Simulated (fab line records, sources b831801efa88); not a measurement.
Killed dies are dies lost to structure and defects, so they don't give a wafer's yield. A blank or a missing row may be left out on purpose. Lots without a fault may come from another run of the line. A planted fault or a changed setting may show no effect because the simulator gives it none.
Chamber matching | flow gf180mcu | GF_V4_CMP_04 on cmp-02: 4 sister chambers
The step polishes SiO2. 22 wafers are shown with their chamber, then 11 later ones without.

WAFERS WITH THEIR CHAMBER
wafer  | chamber | motor_current_A (A) | time_to_endpoint_s (s) | slurry_filter_dp_kPa (kPa)
L074.1 | 2       | 14.4                | 79                     | 13.38
L074.4 | 1       | 11.5                | 86                     | 13.47
L074.5 | 1       | 11.3                | 89                     | 13.28
L075.2 | 1       | 11.5                | 86                     | 13.74
L075.4 | 3       | 11.3                | 88                     | 13.55
L075.5 | 2       | 15.2                | 84                     | 13.63
L076.1 | 3       | 11.7                | 82                     | 13.45
L076.3 | 0       | 11.8                | 80                     | 13.55
L076.4 | 1       | 10.5                | 92                     | 13.27
L077.1 | 2       | 14.5                | 75                     | 13.60
L077.3 | 1       | 11.1                | 77                     | 13.34
L077.6 | 1       | 10.9                | 81                     | 13.51
L081.2 | 1       | 11.0                | 74                     | 13.50
L081.3 | 0       | 11.4                | 73                     | 13.68
L081.4 | 3       | 11.3                | 80                     | 13.48
L083.3 | 2       | 14.9                | 78                     | 13.48
L083.4 | 3       | 11.4                | 80                     | 13.46
L083.6 | 0       | 11.1                | 85                     | 13.72
L084.2 | 2       | 14.5                | 73                     | 13.36
L084.3 | 0       | 11.3                | 69                     | 13.38
L084.5 | 1       | 11.0                | 80                     | 13.57
L086.1 | 1       | 11.6                | 77                     | 13.48

SIGNATURES (means of the wafers above)
reading              | chamber 0 | chamber 1 | chamber 2 | chamber 3 | scatter within a chamber
motor_current_A      | 11.400    | 11.156    | 14.700    | 11.425    | 0.319
time_to_endpoint_s   | 76.75     | 82.44     | 77.80     | 82.50     | 5.6
slurry_filter_dp_kPa | 13.5825   | 13.4622   | 13.4900   | 13.4850   | 0.132
Rule: a wafer's distance from a chamber is the root of the sum, over the readings, of the square of ((its reading less the chamber's mean) divided by the reading's scatter). The wafer belongs to the nearest chamber; if the next one is less than 2 further off, it can't be placed. The scatter: the root of (the sum of the squares of (reading less its chamber's mean) over the shown wafers, divided by (wafers less chambers)).

WAFERS WITHOUT THEIR CHAMBER
wafer  | motor_current_A (A) | time_to_endpoint_s (s) | slurry_filter_dp_kPa (kPa)
L086.3 | 11.4                | 77                     | 13.54
L086.5 | 11.6                | 86                     | 13.34
L087.2 | 11.7                | 82                     | 13.36
L087.3 | 14.4                | 83                     | 13.69
L087.5 | 11.1                | 90                     | 13.29
L093.1 | 14.9                | 79                     | 13.42
L093.4 | 11.2                | 81                     | 13.57
L093.5 | 10.8                | 91                     | 13.38
L096.1 | 11.7                | 73                     | 13.23
L096.2 | 14.4                | 81                     | 13.67
L096.3 | 11.1                | 76                     | 13.42

WHICH CHAMBER EACH WENT THROUGH
wafer  | from the rows above          | in truth
L086.3 | can't be placed: 0 or 3 or 1 | 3
L086.5 | can't be placed: 3 or 1 or 0 | 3
L087.2 | can't be placed: 3 or 1 or 0 | 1
L087.3 | 2                            | 2
L087.5 | can't be placed: 1 or 3 or 0 | 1
L093.1 | 2                            | 2
L093.4 | can't be placed: 1 or 0 or 3 | 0
L093.5 | can't be placed: 1 or 3 or 0 | 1
L096.1 | can't be placed: 3 or 0 or 1 | 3
L096.2 | 2                            | 2
L096.3 | can't be placed: 1 or 0 or 3 | 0
Placed correctly: 3 of 11. Can't be placed from these rows: 8 (the true chamber is among the candidates in 8). Placed wrongly: 0.
